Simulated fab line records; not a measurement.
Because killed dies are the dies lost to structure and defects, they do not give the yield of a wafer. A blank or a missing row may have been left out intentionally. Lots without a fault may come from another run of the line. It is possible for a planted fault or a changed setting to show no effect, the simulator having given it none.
Struck lot and sound lot, side by side    flow sky130    15 out of 708 route steps
Sound: these wafers, L560.2, L560.4, L560.6. Struck: wafer L553.5; the same lot's L553.2 was not struck, so it is left out; see the end for the cause.
Each step with rows lists, per side, the tool, then ch with its chambers, then its first start. Under that, the readings that differ: sound wafers    struck wafers    difference of the means    sigmas: that difference in standard deviations of wafers without a fault.
alike: readings with means less than 2 such deviations apart, plus words and numbers identical on both sides. not compared: withheld readings, readings lacking a value on some wafer, bounds such as >300 that could conceal the same value, and numbers that have no deviation in the record and whose values overlap.
Wherever a step has rows on one side only, a row that says differs or no value, or a row with sigmas, the two part there. Numbers that have no deviation but don't overlap get no sigmas and don't part them. Lack of a reading on every wafer of one side parts them only where that side has two or more wafers.

first, 9 steps without rows for these wafers: SKY_CAP2M_CLEAN_17 (cleans in O3/DIW); SKY_METAL4_DEHYDRATE_05 (time 60 s); SKY_METAL4_HMDS_06 (prime time 60 s); SKY_METAL4_COAT_07 (resist thk 60 nm); SKY_METAL4_COAT_08 (resist thk 1140 nm); SKY_METAL4_SOFTBAKE_09 (time 90 s); SKY_METAL4_EXPOSE_10 (exposes mask MM4, target cd 300 nm); SKY_METAL4_PEB_11; SKY_METAL4_DEVELOP_12 (develop time 60 s).
SKY_METAL4_CD_MEAS_13 targets a cd of 300 nm.
  struck on cdSem-02, day 44 22:17; sound on cdSem-02, day 46 11:29
  alike: cdNm
SKY_METAL4_OVL_MEAS_14:
  struck on overlay-01, day 44 22:24; sound on overlay-02, day 46 11:35
  alike: METAL4_OVL
SKY_METAL4_DESCUM_15: chemistry O2, time 8 s.
  sound on rieMetal-01 ch 1, day 46 11:37; struck on rieMetal-04 ch 1, day 44 22:26
  alike: drypumpMotorCurrentA, oesProductAu
  not compared: rfHoursCounterH
SKY_METAL4_ETCH_16: etches BARC in N2/H2, stops on SiO2, time 88.2 s, target depth 60 nm.
  sound on rieMetal-01 ch 1, day 46 11:39; struck on rieMetal-04 ch 1, day 44 22:28
reading                                       sound              struck  difference  sigmas
oesProductAu (a.u.)                           0.619 0.613 0.628  0.723   +0.103      +21
runLengthS (s)                                116.3 116.2 116.0  100.9   -15.3       -27
model.KrF-thick_of_METAL4_COAT_08.thkNm (nm)  1073 1080 1072     1081    +6          
  alike: drypumpMotorCurrentA, h2FlowSccm, throttleValvePct
  not compared: rfHoursCounterH
SKY_METAL4_ETCH_17: etches SiO2 in C4F8/O2/Ar, stops on TiN, time 3.9 s, target depth 15 nm.
  sound on rieDiel-03 ch 0,1,3, day 46 11:45; struck on rieDiel-01 ch 0, day 44 22:34
  alike: oesProductAu
after that, 1 step had no rows for these wafers: SKY_PAD_OPEN_PROBE_99.

== WHERE THEY PART ==
SKY_METAL4_ETCH_16 only, going by this record. Later steps at which nothing parts them and some readings are alike: SKY_METAL4_ETCH_17.

WHY: what the simulator had put in
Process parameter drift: rieMetal-04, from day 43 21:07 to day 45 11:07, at SKY_METAL4_ETCH_16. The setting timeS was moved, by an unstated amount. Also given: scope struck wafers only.
